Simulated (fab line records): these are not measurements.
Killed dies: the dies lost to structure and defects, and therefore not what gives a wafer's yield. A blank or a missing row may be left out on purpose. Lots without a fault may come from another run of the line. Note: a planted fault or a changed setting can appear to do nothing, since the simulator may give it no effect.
Problem report in the 8D (eight disciplines) form, filled by code | flow sky130 | the parts of the form that need people (team, actions taken, sign-off) are left out

== 1. THE ISSUE ==
Wafers without a fault read 88.96 s, standard deviation 0.15; run length s at SKY_VIA4_SOFTBAKE_07 reads a mean of 97.64 s on 4 wafers belonging to 2 lots. Relative to the usual mean, that is a shift of +58 standard deviations.
The step: time 60 s.
Earliest sighting: wafer L962.1 on litho track-02 at day 45 13:37. At this step, 36 wafers from 12 lots have a number in the record. Rule for "out" (also "out of limits"): further than 4 standard deviations from the usual mean. The rest of the wafers with a number are treated as sound.

== 2. WHAT IT IS, WHAT IT ISN'T ==
question                    | is                             | is not
which readings at this step | run length s                   | -
which lots                  | L962, L968                     | L951, L953, L957, L959, L960, L961, L963, L970, L971, L973
which wafers of those lots  | L962.1, L962.6, L968.1, L968.6 | L962.5, L968.3
read on which tools         | litho track-02                 | litho track-01, litho track-04
when                        | from day 45 13:37              | up to then (19 sound wafers); but 13 sound wafers of L963, L968, L970, L971, L973 came after

== 3. WHAT RULES OUT EACH SUSPECT ==
Counting: a tool at a process step up to the reading stays a suspect if it ran every lot that is out. Sound lots after the first of them don't rule it out here, since some wafers of a struck lot are sound.
- rie metal-03 at SKY_METAL4_METAL_ETCH_18 (etches the open film in Cl2/BCl3, stops on SiO2, target depth 845 nm, time 183.1 s): kept. Ran every lot that is out, first one L962 (day 45 00:52); last sound lot up to then L960 (day 44 16:25).
- litho track-02 at SKY_VIA4_SOFTBAKE_07 (time 60 s): kept. Ran every lot that is out, first one L962 (day 45 13:37); last sound lot up to then L961 (day 45 02:59). Its own readings are out on those wafers: run length s.
Remaining after the count are rie metal-03 at SKY_METAL4_METAL_ETCH_18 and litho track-02 at SKY_VIA4_SOFTBAKE_07.

== 4. THE CAUSE (what the simulator had put in) ==
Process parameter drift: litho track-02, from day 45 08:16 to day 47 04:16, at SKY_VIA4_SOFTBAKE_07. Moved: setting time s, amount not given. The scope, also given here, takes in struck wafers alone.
Of the 2 suspects that counting leaves, this tool is one.

== 5. THE EFFECT CHAIN, in route order ==
Each row: a reading whose mean over the struck wafers that have a number lies more than 3 standard deviations from the usual. Only readings for which the record gives a usual standard deviation are gone through. hours: the time from each lot's start at the first step in this table that gives one to its start at this step, as a median over the lots. sigmas: the change in usual standard deviations.
hours | step                 | reading      | usual   | on struck wafers | change | sigmas
0     | SKY_VIA4_SOFTBAKE_07 | run length s | 88.96 s | 97.64            | +8.68  | +58
It contains these process steps:
- SKY_VIA4_SOFTBAKE_07: time 60 s.
Later steps that measure or inspect, where all struck wafers having a row at the step show a number for every such reading and not one has moved that far: SKY_VIA4_RS_MEAS_19.

== 6. HOW IT WOULD HAVE BEEN CAUGHT EARLIER ==
In this record no reading fell out of limits until day 45 13:37, 5 hours after the fault had begun at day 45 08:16.
